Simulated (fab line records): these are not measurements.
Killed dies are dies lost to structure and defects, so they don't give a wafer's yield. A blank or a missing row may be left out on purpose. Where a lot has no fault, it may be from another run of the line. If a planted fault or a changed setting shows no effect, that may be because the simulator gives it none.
fab line records	flow sky130
record lots=9	wafers=27	last_day=50
route steps=708 shown VT_ADJUST_LVTN@115 GATE_OXIDE@201 POLY_GATE@235 METAL5@665 PAD_OPEN@701
lots that met no fault: taken from a fault-free run of the same line
start_h: hours from the record's first day to the start of the lot's first wafer shown	wait_h: time in hours since the lot's previous step	" identical to the entry in the row above	L1.1+2: a row that stands for several wafers	- no value present, or no start provided	* or withheld: withheld	< > ~ a bound
route shown NAME@n: a module of which the file shows steps, and the number in the route of the first	usual: average and standard deviation across the fault-free wafers	same: alike in all rows	chamber/n: place in a boat	sites: readings site by site	_std_site: their standard deviation	_edge_site: the outer-site mean with the inner-site mean subtracted	radius_mm: how far each site lies from the wafer's centre	mask NAME#n: copy n	behind: the last tool/chamber to shape the wafer	hold: cause of the lot's hold/its duration in hours/its outcome	device: transistor that didn't switch, given as n, p or np	end of line: the tests these same wafers got at the end of their route	step lacking rows: just its recipe	killed: at the first sort, the dies lost to defects and structure; wafer yield is something else	map: shows each die of a wafer: x if killed, . if not, _ if none is there
set.NAME: the setting that was run; set.NAME@STEP: the one run at that earlier step	model.NAME: the simulator's own value behind a step, which no gauge read
steps of the route over a sample of lots; a table a step, a row a wafer
services: a tool's chamber out of use, with start hour (start_h, from the record's first day; less than 0 if before it), hours out, and reason
## steps
# step SKY_VT_ADJUST_LVTN_OVL_MEAS_18
# usual VT_ADJUST_LVTN_01_OVL=0.0/1.3
lot.wafer	tool	chamber	start_h	wait_h	VT_ADJUST_LVTN_01_OVL[nm]
L443.1	overlay-01	-	159.11	0.1	-1.8
L443.5	"	-	"	"	-1.7
L443.6	"	-	"	"	-1.1
L453.1	overlay-01	-	226.90	0.1	2.3
L453.2	"	-	"	"	-0.3
L453.3	"	-	"	"	-0.7
L455.1	overlay-02	-	241.46	0.1	-2.1
L455.4	"	-	"	"	-1.1
L455.5	"	-	"	"	-1.1
L458.2	overlay-02	-	261.60	0.1	2.5
L458.4	"	-	"	"	2.2
L458.6	"	-	"	"	1.3
L459.3	overlay-01	-	268.00	0.1	-1.2
L459.4	"	-	"	"	-1.2
L459.6	"	-	"	"	-0.7
L460.4	overlay-02	-	275.36	0.1	-0.2
L460.5	"	-	"	"	1.5
L460.6	"	-	"	"	1.6
L462.2	overlay-01	-	289.70	0.1	-0.1
L462.3	"	-	"	"	-0.3
L462.6	"	-	"	"	1.6
L464.1	overlay-01	-	305.75	0.1	-1.9
L464.3	"	-	"	"	-0.4
L464.5	"	-	"	"	-1.2
L466.2	overlay-01	-	319.55	0.1	2.0
L466.4	"	-	"	"	2.4
L466.5	"	-	"	"	1.5
# step SKY_GATE_OXIDE_TW_MEAS_14
# usual GATE_OXIDE_TW=224.1/2.5
lot.wafer	tool	chamber	start_h	wait_h	GATE_OXIDE_TW
L443.1	film_metro-03	-	304.39	0.1	225.3
L443.5	"	-	"	"	225.7
L443.6	"	-	"	"	225.3
L453.1	film_metro-04	-	391.78	0.1	226.7
L453.2	"	-	"	"	227.1
L453.3	"	-	"	"	225.5
L455.1	film_metro-03	-	406.61	0.1	225.7
L455.4	"	-	"	"	223.9
L455.5	"	-	"	"	225.0
L458.2	film_metro-03	-	434.07	0.1	223.6
L458.4	"	-	"	"	224.6
L458.6	"	-	"	"	223.7
L459.3	film_metro-01	-	439.41	0.1	222.1
L459.4	"	-	"	"	220.0
L459.6	"	-	"	"	220.4
L460.4	film_metro-04	-	450.52	0.1	226.6
L460.5	"	-	"	"	226.8
L460.6	"	-	"	"	226.6
L462.2	film_metro-01	-	473.34	0.1	220.6
L462.3	"	-	"	"	220.5
L462.6	"	-	"	"	221.3
L464.1	film_metro-04	-	491.96	0.1	226.6
L464.3	"	-	"	"	225.8
L464.5	"	-	"	"	225.8
L466.2	film_metro-01	-	509.19	0.1	222.0
L466.4	"	-	"	"	221.3
L466.5	"	-	"	"	221.8
# step SKY_POLY_GATE_THK_MEAS_21
# recipe reads=SiO2_of_POLY_GATE_OXIDATION_20
# usual POLY_GATE_OXIDATION_THK=3.96/0.071
lot.wafer	tool	chamber	start_h	wait_h	POLY_GATE_OXIDATION_THK[nm]
L443.1	film_metro-03	-	365.48	0.0	4.02
L443.5	"	-	"	"	4.06
L443.6	"	-	"	"	4.01
L453.1	film_metro-02	-	460.39	0.0	3.95
L453.2	"	-	"	"	3.96
L453.3	"	-	"	"	3.94
L455.1	film_metro-02	-	478.44	0.0	3.95
L455.4	"	-	"	"	4.01
L455.5	"	-	"	"	3.94
L458.2	film_metro-02	-	507.14	0.0	3.97
L458.4	"	-	"	"	4.05
L458.6	"	-	"	"	3.98
L459.3	film_metro-04	-	512.10	0.0	3.99
L459.4	"	-	"	"	4.02
L459.6	"	-	"	"	3.96
L460.4	film_metro-04	-	522.67	0.0	3.80
L460.5	"	-	"	"	3.86
L460.6	"	-	"	"	3.87
L462.2	film_metro-03	-	543.99	0.0	3.89
L462.3	"	-	"	"	3.91
L462.6	"	-	"	"	3.93
L464.1	film_metro-03	-	559.54	0.0	3.98
L464.3	"	-	"	"	4.00
L464.5	"	-	"	"	4.04
L466.2	film_metro-04	-	576.45	0.0	4.09
L466.4	"	-	"	"	3.98
L466.5	"	-	"	"	3.99
# step SKY_METAL5_SPUTTER_04
# recipe material=TiN	target_thk_nm=70	power_w=6500	time_s=58.3	chamber_pressure_pa=0.4
# usual throttle_valve_pct=30.0/0.66
lot.wafer	tool	chamber	start_h	wait_h	throttle_valve_pct
L443.1	pvd_sputter-01	-	998.01	0.0	29.1
L443.5	"	-	"	"	29.1
L443.6	"	-	"	"	30.2
L453.1	pvd_sputter-02	-	1070.12	0.0	29.7
L453.2	"	-	"	"	30.3
L453.3	"	-	"	"	29.9
L455.1	pvd_sputter-04	-	1083.04	0.0	32.1
L455.4	"	-	"	"	29.5
L455.5	"	-	"	"	31.0
L458.2	pvd_sputter-01	-	1103.43	0.0	30.3
L458.4	"	-	"	"	30.1
L458.6	"	-	"	"	30.0
L459.3	pvd_sputter-01	-	1105.51	0.0	29.1
L459.4	"	-	"	"	30.5
L459.6	"	-	"	"	30.3
L460.4	pvd_sputter-01	-	1110.88	0.0	30.5
L460.5	"	-	"	"	30.0
L460.6	"	-	"	"	29.8
L462.2	pvd_sputter-04	-	1124.40	0.0	31.0
L462.3	"	-	"	"	31.8
L462.6	"	-	"	"	31.3
L464.1	pvd_sputter-02	-	1134.66	0.0	29.7
L464.3	"	-	"	"	29.6
L464.5	"	-	"	"	30.1
L466.2	pvd_sputter-04	-	1144.92	0.0	32.0
L466.4	"	-	"	"	31.1
L466.5	"	-	"	"	29.7
# step SKY_METAL5_RS_MEAS_05
# recipe thk_meas_gauge=four-point-probe	reads=TiN_of_METAL5_SPUTTER_04+Ti_of_METAL5_SPUTTER_03+AlCu_of_METAL5_SPUTTER_02+TiN_of_METAL5_SPUTTER_01+Ti_of_METAL5_SPUTTER_00
# usual METAL5_ALCU_RS=0.0270/0.00034
lot.wafer	tool	chamber	start_h	wait_h	hold	METAL5_ALCU_RS[ohm/sq]
L443.1	film_metro-04	-	998.06	0.0	-	0.0269
L443.5	"	-	"	"	-	0.0269
L443.6	"	-	"	"	-	0.0273
L453.1	film_metro-03	-	1070.17	0.0	await_dispo/0.2h/release	0.0265
L453.2	"	-	"	"	await_dispo/0.2h/release	0.0269
L453.3	"	-	"	"	await_dispo/0.2h/release	0.0270
L453.1	film_metro-03	-	1070.50	0.3	-	0.0265
L453.2	"	-	"	"	-	0.0269
L453.3	"	-	"	"	-	0.0269
L455.1	film_metro-03	-	1083.09	0.0	-	0.0273
L455.4	"	-	"	"	-	0.0271
L455.5	"	-	"	"	-	0.0273
L458.2	film_metro-01	-	1103.50	0.0	-	0.0268
L458.4	"	-	"	"	-	0.0267
L458.6	"	-	"	"	-	0.0266
L459.3	film_metro-01	-	1105.60	0.1	-	0.0269
L459.4	"	-	"	"	-	0.0269
L459.6	"	-	"	"	-	0.0271
L460.4	film_metro-04	-	1110.99	0.1	-	0.0268
L460.5	"	-	"	"	-	0.0269
L460.6	"	-	"	"	-	0.0266
L462.2	film_metro-04	-	1124.47	0.0	-	0.0271
L462.3	"	-	"	"	-	0.0272
L462.6	"	-	"	"	-	0.0270
L464.1	film_metro-01	-	1134.71	0.0	-	0.0267
L464.3	"	-	"	"	-	0.0267
L464.5	"	-	"	"	-	0.0267
L466.2	film_metro-01	-	1144.99	0.0	-	0.0271
L466.4	"	-	"	"	-	0.0274
L466.5	"	-	"	"	-	0.0272
# step SKY_METAL5_THK_MEAS_06
# recipe thk_meas_gauge=xrf	reads=AlCu_of_METAL5_SPUTTER_02
# usual METAL5_ALCU_THK=1166/18
lot.wafer	tool	chamber	start_h	wait_h	hold	METAL5_ALCU_THK[nm]
L443.1	film_metro-04	-	998.18	0.1	-	1159
L443.5	"	-	"	"	-	1162
L443.6	"	-	"	"	-	1144
L453.1	film_metro-04	-	1078.46	7.9	await_dispo/0.2h/release	1039
L453.2	"	-	"	"	await_dispo/0.2h/release	1183
L453.3	"	-	"	"	await_dispo/0.2h/release	1173
L453.1	film_metro-04	-	1078.68	0.2	-	1034
L453.2	"	-	"	"	-	1176
L453.3	"	-	"	"	-	1180
L455.1	film_metro-03	-	1083.21	0.1	-	1134
L455.4	"	-	"	"	-	1144
L455.5	"	-	"	"	-	1133
L458.2	film_metro-01	-	1103.61	0.1	-	1172
L458.4	"	-	"	"	-	1173
L458.6	"	-	"	"	-	1187
L459.3	film_metro-01	-	1105.70	0.1	-	1168
L459.4	"	-	"	"	-	1164
L459.6	"	-	"	"	-	1164
L460.4	film_metro-04	-	1111.08	0.1	-	1176
L460.5	"	-	"	"	-	1178
L460.6	"	-	"	"	-	1188
L462.2	film_metro-04	-	1124.58	0.1	-	1173
L462.3	"	-	"	"	-	1169
L462.6	"	-	"	"	-	1176
L464.1	film_metro-01	-	1134.83	0.1	-	1171
L464.3	"	-	"	"	-	1181
L464.5	"	-	"	"	-	1183
L466.2	film_metro-01	-	1145.10	0.1	-	1152
L466.4	"	-	"	"	-	1147
L466.5	"	-	"	"	-	1155
# step SKY_METAL5_METAL_ETCH_15
# recipe target_depth_a=12600	stop_on=SiO2	over_etch_frac=0.2	time_s=252	chemistry=Cl2/BCl3	resist_sidewall_deg=86	pressure_mtorr=10	icp_w=900	bias_w=48.5	Cl2_flow_sccm=60	bcl3_flow_sccm=30
# usual drypump_motor_current_A=5.8/0.55	oes_product_au=0.893/0.0048	rf_fwd_power_W=898.3/2.4	throttle_valve_pct=22.264/0.0089
lot.wafer	tool	chamber	start_h	wait_h	drypump_motor_current_A	oes_product_au	rf_fwd_power_W	rf_hours_counter_h	throttle_valve_pct
L443.1	rie_metal-02	1	1020.83	0.0	6.4	0.901	904.0	16	22.261
L443.5	"	0	"	"	5.4	0.893	895.8	-	22.266
L443.6	"	1	"	"	6.4	0.887	897.1	-	22.272
L453.1	rie_metal-04	0	1090.23	0.0	6.1	0.910	897.3	20	22.270
L453.2	"	1	"	"	5.2	0.897	901.0	8	22.258
L453.3	"	0	"	"	6.1	0.897	898.8	-	22.254
L455.1	rie_metal-02	1	1103.10	0.0	6.4	0.892	899.7	22	22.265
L455.4	"	1	"	"	6.4	0.896	898.3	-	22.260
L455.5	"	1	"	"	6.4	0.892	899.8	-	22.259
L458.2	rie_metal-02	1	1123.53	0.0	6.5	0.886	895.2	23	22.266
L458.4	"	0	"	"	5.3	0.898	896.3	-	22.260
L458.6	"	0	"	"	5.3	0.899	899.6	-	22.246
L459.3	rie_metal-03	1	1124.25	0.1	5.1	0.889	895.4	-	22.251
L459.4	"	0	"	"	6.2	0.900	903.1	-	22.251
L459.6	"	0	"	"	6.2	0.883	894.9	-	22.253
L460.4	rie_metal-03	0	1129.88	0.1	6.2	0.889	895.8	-	22.260
L460.5	"	1	"	"	5.1	0.896	896.6	-	22.251
L460.6	"	0	"	"	6.2	0.903	895.3	-	22.267
L462.2	rie_metal-03	1	1142.80	0.0	5.1	0.894	897.5	19	22.253
L462.3	"	1	"	"	5.1	0.891	899.1	-	22.291
L462.6	"	0	"	"	6.2	0.895	897.3	-	22.263
L464.1	rie_metal-02	0	1152.88	0.0	5.3	0.887	897.3	28	22.268
L464.3	"	1	"	"	6.4	0.888	896.7	-	22.259
L464.5	"	1	"	"	6.4	0.894	894.4	-	22.261
L466.2	rie_metal-04	1	1162.78	0.0	5.2	0.890	901.3	14	22.274
L466.4	"	0	"	"	6.1	0.900	898.7	-	22.274
L466.5	"	1	"	"	5.2	0.891	899.9	-	22.249
# step SKY_PAD_OPEN_ETCH_07
# recipe chemistry=CF4/O2	target_depth_nm=725	stop_on=AlCu	source_w=800	bias_w=150	pressure_mtorr=150	cf4_flow_sccm=80	O2_flow_sccm=10	time_s=161.1
# usual drypump_motor_current_A=5.9/0.45	oes_product_au=0.980/0.0069	rf_fwd_power_W=796.8/2.2	throttle_valve_pct=5.966/0.0091
lot.wafer	tool	chamber	start_h	wait_h	drypump_motor_current_A	oes_product_au	rf_fwd_power_W	rf_hours_counter_h	throttle_valve_pct
L443.1	rie_diel-04	0	1065.70	-	6.1	0.975	795.0	13	5.978
L443.5	"	2	"	"	5.2	0.986	796.0	-	5.975
L443.6	"	3	"	"	6.3	0.987	800.1	-	5.967
L453.1	rie_diel-04	3	1129.80	-	6.3	1.003	797.1	28	5.959
L453.2	"	0	"	"	6.0	0.972	798.6	15	5.982
L453.3	"	2	"	"	5.2	0.973	798.0	16	5.975
L455.1	rie_diel-03	3	1141.95	-	5.4	0.963	798.3	26	5.959
L455.4	"	1	"	"	6.6	0.982	794.5	19	5.963
L455.5	"	2	"	"	5.6	0.982	797.0	-	5.952
L458.2	rie_diel-04	0	1161.25	-	6.0	0.984	795.9	16	5.970
L458.4	"	2	"	"	5.2	0.996	796.8	17	5.964
L458.6	"	1	"	"	5.7	0.981	795.9	-	5.964
L459.3	rie_diel-03	3	1162.20	-	5.4	0.971	803.8	26	5.974
L459.4	"	1	"	"	6.6	0.971	796.2	20	5.966
L459.6	"	2	"	"	5.6	0.979	796.7	-	5.962
L460.4	rie_diel-02	0	1166.50	-	5.7	0.986	795.2	12	5.968
L460.5	"	0	"	"	5.7	0.991	797.3	-	5.991
L460.6	"	1	"	"	6.2	0.987	796.2	-	5.973
L462.2	rie_diel-04	2	1178.85	-	5.2	0.979	797.8	18	5.963
L462.3	"	1	"	"	5.7	0.974	796.3	15	5.948
L462.6	"	2	"	"	5.2	0.968	797.5	-	5.970
L464.1	rie_diel-04	2	1187.40	-	5.2	0.979	799.7	18	5.961
L464.3	"	3	"	"	6.3	0.968	798.1	30	5.965
L464.5	"	3	"	"	6.3	0.983	798.2	-	5.959
L466.2	rie_diel-02	1	1195.79	-	6.2	0.978	797.0	12	5.973
L466.4	"	0	"	"	5.7	0.985	795.6	13	5.955
L466.5	"	2	"	"	5.9	0.984	795.4	-	5.978
# step SKY_PAD_OPEN_PROBE_99
# usual defect_limited_yield=82.2/1.9	killed_at_M0_to_M3=45/7.3	killed_at_M4_up=3.1/1.7	killed_at_contacts=25/5.1	killed_at_front_end=15/4.5	killed_at_other=0.3/0.56	killed_dies=88/9.4	killed_open=47/6.6	killed_short=40/6.9	sort_bin_3_pad_short=0.9/0.46	sort_bin_5_function=10.5/1.5	sort_bin_6_memory=6.4/1.1	sort_n_pass=404/9.4	sort_yield_pct=82.2/1.9
# same gross_dies=492	killed_at_back_side=0	sort_bin_4_leakage[%]=0	sort_bin_8_speed[%]=0
lot.wafer	tool	chamber	start_h	wait_h	hold	defect_limited_yield[%]	killed_at_M0_to_M3	killed_at_M4_up	killed_at_contacts	killed_at_front_end	killed_at_other	killed_dies	killed_open	killed_short	sort_bin_3_pad_short[%]	sort_bin_5_function[%]	sort_bin_6_memory[%]	sort_n_pass	sort_yield_pct[%]
L443.1	prober-02	-	1068.61	0.1	-	81.7	49	2	21	18	0	90	53	37	1.2	10.0	7.1	402	81.7
L443.5	prober-02	-	1068.81	0.2	-	76.8	58	4	33	18	1	114	58	56	0.8	12.0	10.4	378	76.8
L443.6	prober-02	-	1068.86	0.2	-	81.3	51	3	30	8	0	92	48	44	2.0	10.8	5.9	400	81.3
L453.1	prober-01	-	1132.55	0.1	await_dispo/2.8h/release	83.1	35	5	27	16	0	83	41	42	1.0	10.2	5.7	409	83.1
L453.2	prober-01	-	1132.60	0.1	await_dispo/2.8h/release	80.1	49	2	30	17	0	98	48	50	1.6	10.4	7.9	394	80.1
L453.3	prober-01	-	1132.65	0.2	await_dispo/2.8h/release	80.7	54	3	24	14	0	95	50	45	0.6	10.6	8.1	397	80.7
L455.1	prober-01	-	1144.89	0.1	-	82.5	43	6	26	11	0	86	52	34	1.0	8.9	7.5	406	82.5
L455.4	prober-01	-	1145.04	0.2	-	81.1	53	5	22	13	0	93	49	44	1.4	12.2	5.3	399	81.1
L455.5	prober-01	-	1145.09	0.2	-	82.7	39	1	30	14	1	85	59	26	0.6	11.6	5.1	407	82.7
L458.2	prober-02	-	1163.66	0.1	-	85.0	35	3	21	15	0	74	40	34	1.4	7.5	6.1	418	85.0
L458.4	prober-02	-	1163.76	0.2	-	82.5	46	3	19	18	0	86	41	45	0.6	10.6	6.3	406	82.5
L458.6	prober-02	-	1163.86	0.2	-	80.5	53	2	32	9	0	96	43	53	1.0	12.4	6.1	396	80.5
L459.3	prober-01	-	1164.62	0.2	-	81.3	51	2	21	18	0	92	46	46	2.0	10.4	6.3	400	81.3
L459.4	prober-01	-	1164.67	0.2	-	80.7	49	5	23	18	0	95	53	42	0.6	11.2	7.5	397	80.7
L459.6	prober-01	-	1164.77	0.2	-	79.7	53	4	23	20	0	100	52	48	1.2	12.2	6.9	392	79.7
L460.4	prober-02	-	1168.97	0.2	-	84.6	41	3	13	19	0	76	44	32	1.2	8.9	5.3	416	84.6
L460.5	prober-02	-	1169.02	0.2	-	79.9	49	3	22	25	0	99	49	50	1.6	11.0	7.5	393	79.9
L460.6	prober-02	-	1169.07	0.2	-	84.1	29	5	24	20	0	78	42	36	0.4	10.2	5.3	414	84.1
L462.2	prober-02	-	1181.22	0.1	-	80.9	46	7	25	16	0	94	52	42	1.0	12.6	5.5	398	80.9
L462.3	prober-02	-	1181.27	0.2	-	81.3	49	2	21	20	0	92	49	43	0.6	10.6	7.5	400	81.3
L462.6	prober-02	-	1181.42	0.2	-	85.4	39	1	20	11	1	72	44	28	0.8	7.1	6.7	420	85.4
L464.1	prober-02	-	1189.80	0.1	-	84.3	39	8	20	10	0	77	38	39	0.8	8.7	6.1	415	84.3
L464.3	prober-02	-	1189.90	0.2	-	82.5	47	3	27	9	0	86	49	37	0.4	9.8	7.3	406	82.5
L464.5	prober-02	-	1190.00	0.2	-	82.7	44	1	25	15	0	85	47	38	0	9.1	8.1	407	82.7
L466.2	prober-02	-	1198.17	0.1	-	87.2	38	2	12	11	0	63	37	26	0.4	7.1	5.3	429	87.2
L466.4	prober-02	-	1198.27	0.2	-	82.9	45	6	25	8	0	84	49	35	0	10.2	6.9	408	82.9
L466.5	prober-02	-	1198.32	0.2	-	79.3	50	2	30	20	0	102	56	46	0.8	11.4	8.5	390	79.3
# killed by level:class
L443.1 VIA1:geometric_particle:open=12 VIA2:geometric_particle:open=9 CONTACT:geometric_particle:open=8 METAL1:geometric_particle:short=6 VIA3:geometric_particle:open=6 POLY_GATE:geometric_particle:short=5 LI_CONTACT:geometric_particle:open=5 LOCAL_INTERCONNECT:geometric_particle:short=4
L443.5 VIA1:geometric_particle:open=13 CONTACT:geometric_particle:open=11 VIA3:geometric_particle:open=10 VIA2:geometric_particle:open=8 CONTACT:geometric_particle:short=6 POLY_GATE:geometric_particle:short=6 LI_CONTACT:geometric_particle:open=6 METAL1:geometric_particle:short=5
L443.6 CONTACT:geometric_particle:open=9 VIA3:geometric_particle:open=8 LI_CONTACT:geometric_particle:open=8 VIA1:geometric_particle:open=7 METAL3:geometric_particle:short=7 CONTACT:geometric_particle:short=6 METAL1:geometric_particle:short=6 VIA1:geometric_particle:short=6
L453.1 CONTACT:geometric_particle:open=9 METAL1:geometric_particle:short=7 LI_CONTACT:geometric_particle:short=6 CONTACT:geometric_particle:short=5 POLY_GATE:geometric_particle:open=4 POLY_GATE:geometric_particle:short=4 SPACER:geometric_particle:open=4 VIA2:geometric_particle:open=4
L453.2 VIA1:geometric_particle:open=10 CONTACT:geometric_particle:short=9 CONTACT:geometric_particle:open=7 LI_CONTACT:geometric_particle:open=6 METAL1:geometric_particle:short=6 VIA3:geometric_particle:open=6 POLY_GATE:geometric_particle:short=5 VIA1:geometric_particle:short=5
L453.3 VIA1:geometric_particle:open=16 CONTACT:geometric_particle:open=8 METAL1:geometric_particle:short=7 LOCAL_INTERCONNECT:geometric_particle:short=6 VIA1:geometric_particle:short=6 VIA2:geometric_particle:open=6 LI_CONTACT:geometric_particle:open=5 METAL2:geometric_particle:short=5
L455.1 LI_CONTACT:geometric_particle:open=12 VIA1:geometric_particle:open=8 VIA2:geometric_particle:open=8 CONTACT:geometric_particle:open=7 VIA3:geometric_particle:open=6 METAL2:geometric_particle:short=5 VIA1:geometric_particle:short=4 METAL3:geometric_particle:short=4
L455.4 LI_CONTACT:geometric_particle:open=12 VIA1:geometric_particle:open=12 METAL1:geometric_particle:short=8 VIA3:geometric_particle:open=7 CONTACT:geometric_particle:open=7 VIA2:geometric_particle:short=6 METAL2:geometric_particle:short=5 VIA1:geometric_particle:short=4
L455.5 LI_CONTACT:geometric_particle:open=12 CONTACT:geometric_particle:open=11 VIA1:geometric_particle:open=11 VIA2:geometric_particle:open=6 VIA1:geometric_particle:short=6 POLY_GATE:geometric_particle:open=5 METAL1:geometric_particle:short=4 VIA3:geometric_particle:open=4
L458.2 LI_CONTACT:geometric_particle:open=8 VIA1:geometric_particle:open=7 VIA2:geometric_particle:open=7 CONTACT:geometric_particle:short=6 POLY_GATE:geometric_particle:open=5 POLY_GATE:geometric_particle:short=4 CONTACT:geometric_particle:open=4 METAL2:geometric_particle:short=4
L458.4 METAL1:geometric_particle:short=9 VIA1:geometric_particle:open=8 METAL2:geometric_particle:short=8 LI_CONTACT:geometric_particle:open=6 VIA1:geometric_particle:short=6 FIELD_ISO:geometric_particle:open=5 CONTACT:geometric_particle:open=5 POLY_GATE:geometric_particle:open=4
L458.6 METAL1:geometric_particle:short=16 CONTACT:geometric_particle:open=10 VIA1:geometric_particle:open=10 LI_CONTACT:geometric_particle:open=8 CONTACT:geometric_particle:short=5 METAL3:geometric_particle:short=5 LI_CONTACT:geometric_particle:short=5 METAL2:geometric_particle:short=5
L459.3 VIA1:geometric_particle:open=11 SPACER:geometric_particle:open=7 METAL1:geometric_particle:short=6 VIA3:geometric_particle:open=6 CONTACT:geometric_particle:short=5 METAL3:geometric_particle:short=5 METAL2:geometric_particle:short=5 VIA2:geometric_particle:open=5
L459.4 VIA1:geometric_particle:open=11 VIA3:geometric_particle:open=9 FIELD_ISO:geometric_particle:short=8 VIA2:geometric_particle:open=8 CONTACT:geometric_particle:open=7 LI_CONTACT:geometric_particle:open=5 METAL2:geometric_particle:open=4 METAL3:geometric_particle:short=4
L459.6 CONTACT:geometric_particle:open=12 VIA2:geometric_particle:open=12 VIA1:geometric_particle:open=11 METAL1:geometric_particle:short=7 FIELD_ISO:geometric_particle:short=6 FIELD_ISO:geometric_particle:open=5 CONTACT:geometric_particle:short=5 VIA1:geometric_particle:short=4
L460.4 VIA1:geometric_particle:open=14 VIA3:geometric_particle:open=7 CONTACT:geometric_particle:open=6 FIELD_ISO:geometric_particle:short=5 FIELD_ISO:geometric_particle:open=5 METAL2:geometric_particle:short=5 METAL1:geometric_particle:short=3 LI_CONTACT:geometric_particle:open=3
L460.5 FIELD_ISO:geometric_particle:open=9 VIA1:geometric_particle:open=9 CONTACT:geometric_particle:open=7 VIA1:geometric_particle:short=7 FIELD_ISO:geometric_particle:short=6 VIA2:geometric_particle:open=6 LI_CONTACT:geometric_particle:open=5 METAL1:geometric_particle:short=5
L460.6 CONTACT:geometric_particle:open=8 FIELD_ISO:geometric_particle:short=6 LI_CONTACT:geometric_particle:open=6 VIA1:geometric_particle:open=6 FIELD_ISO:geometric_particle:open=5 METAL2:geometric_particle:short=5 VIA2:geometric_particle:short=5 POLY_GATE:geometric_particle:open=4
L462.2 VIA1:geometric_particle:open=10 VIA3:geometric_particle:open=10 CONTACT:geometric_particle:open=9 CONTACT:geometric_particle:short=7 FIELD_ISO:geometric_particle:open=6 LI_CONTACT:geometric_particle:open=5 VIA1:geometric_particle:short=5 METAL2:geometric_particle:short=5
L462.3 VIA1:geometric_particle:open=10 VIA2:geometric_particle:open=9 METAL2:geometric_particle:short=8 LI_CONTACT:geometric_particle:open=7 VIA3:geometric_particle:open=6 CONTACT:geometric_particle:open=6 FIELD_ISO:geometric_particle:open=5 FIELD_ISO:geometric_particle:short=5
L462.6 VIA1:geometric_particle:open=11 CONTACT:geometric_particle:open=8 VIA3:geometric_particle:open=7 VIA2:geometric_particle:open=7 CONTACT:geometric_particle:short=6 POLY_GATE:geometric_particle:short=4 VIA3:geometric_particle:short=4 FIELD_ISO:geometric_particle:open=3
L464.1 CONTACT:geometric_particle:open=7 VIA2:geometric_particle:open=7 VIA1:geometric_particle:short=6 METAL2:geometric_particle:short=6 LI_CONTACT:geometric_particle:open=5 VIA1:geometric_particle:open=5 METAL4:geometric_particle:short=5 METAL1:geometric_particle:short=4
L464.3 VIA1:geometric_particle:open=10 CONTACT:geometric_particle:open=9 METAL2:geometric_particle:short=9 VIA2:geometric_particle:open=9 LI_CONTACT:geometric_particle:open=8 FIELD_ISO:geometric_particle:open=5 CONTACT:geometric_particle:short=4 VIA1:geometric_particle:short=4
L464.5 CONTACT:geometric_particle:open=10 VIA1:geometric_particle:open=8 CONTACT:geometric_particle:short=8 VIA3:geometric_particle:open=7 VIA2:geometric_particle:open=7 METAL1:geometric_particle:short=6 FIELD_ISO:geometric_particle:open=5 LI_CONTACT:geometric_particle:open=5
L466.2 VIA1:geometric_particle:open=12 VIA2:geometric_particle:open=8 POLY_GATE:geometric_particle:open=6 VIA1:geometric_particle:short=5 CONTACT:geometric_particle:short=4 LI_CONTACT:geometric_particle:open=3 LOCAL_INTERCONNECT:geometric_particle:short=3 METAL3:geometric_particle:short=3
L466.4 LI_CONTACT:geometric_particle:open=10 VIA2:geometric_particle:open=9 VIA1:geometric_particle:open=8 CONTACT:geometric_particle:open=6 METAL1:geometric_particle:short=6 VIA3:geometric_particle:open=5 CONTACT:geometric_particle:short=4 METAL2:geometric_particle:short=4
L466.5 VIA1:geometric_particle:open=13 CONTACT:geometric_particle:open=12 VIA2:geometric_particle:open=11 LI_CONTACT:geometric_particle:open=9 METAL2:geometric_particle:short=9 POLY_GATE:geometric_particle:short=7 CONTACT:geometric_particle:short=5 FIELD_ISO:geometric_particle:short=4
## services
tool	chamber	start_h	hours	kind
rie_diel-03	0	985.08	1.8	repair
rie_diel-02	1	986.46	4.9	repair
pvd_sputter-04	-	986.76	5.1	repair
rie_diel-02	-	1042.67	1.0	repair
rie_diel-04	-	1050.86	0.7	repair
pvd_sputter-02	-	1051.37	2.1	repair
pvd_sputter-04	-	1053.12	8.3	repair
rie_diel-03	0	1062.46	20.2	repair
rie_diel-02	2	1063.57	3.9	repair
rie_diel-02	1	1075.23	7.5	repair
rie_diel-03	3	1079.38	4.1	repair
pvd_sputter-04	-	1087.42	5.0	repair
rie_diel-04	1	1088.90	59.3	repair
rie_diel-04	2	1089.22	1.9	repair
rie_diel-02	3	1107.62	25.2	repair
pvd_sputter-04	-	1116.87	4.3	repair
rie_metal-03	-	1159.09	0.9	repair
rie_metal-02	0	1177.63	-	clean
rie_metal-02	0	1177.63	-	consumable_replace:focus_ring
rie_metal-02	0	1177.63	14.6	scheduled_down
rie_diel-04	3	1179.83	2.4	repair
rie_diel-04	1	1185.68	1.4	repair
pvd_sputter-02	-	1194.01	2.6	repair
rie_metal-03	-	1195.81	1.1	repair
## key
first_sign step=SKY_METAL5_RS_MEAS_05	reading=visit	direction=added
effect step=SKY_METAL5_THK_MEAS_06	reading=visit	direction=added
effect step=SKY_METAL5_THK_MEAS_06	reading=METAL5_ALCU_THK	direction=down	sigmas=7.1	usual=1166	struck=1039
effect step=SKY_METAL5_METAL_ETCH_15	reading=oes_product_au	direction=up	sigmas=3.5	usual=0.893	struck=0.910
effect step=SKY_PAD_OPEN_ETCH_07	reading=oes_product_au	direction=up	sigmas=3.3	usual=0.980	struck=1.003
met_at SKY_METAL5_SPUTTER_04
struck_lots L453
struck_wafers L453.1
not_acting_at SKY_VT_ADJUST_LVTN_OVL_MEAS_18,SKY_GATE_OXIDE_TW_MEAS_14,SKY_POLY_GATE_THK_MEAS_21
fault kind=process_parameter_drift	tool=pvd_sputter-02	chamber=-	onset_h=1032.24	steps=SKY_METAL5_SPUTTER_04	channel=target_thk_nm	offset=61.62	shape=step	end_h=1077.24	scope=struck_wafers_only	acts_in=these_recipes_only	stated=70
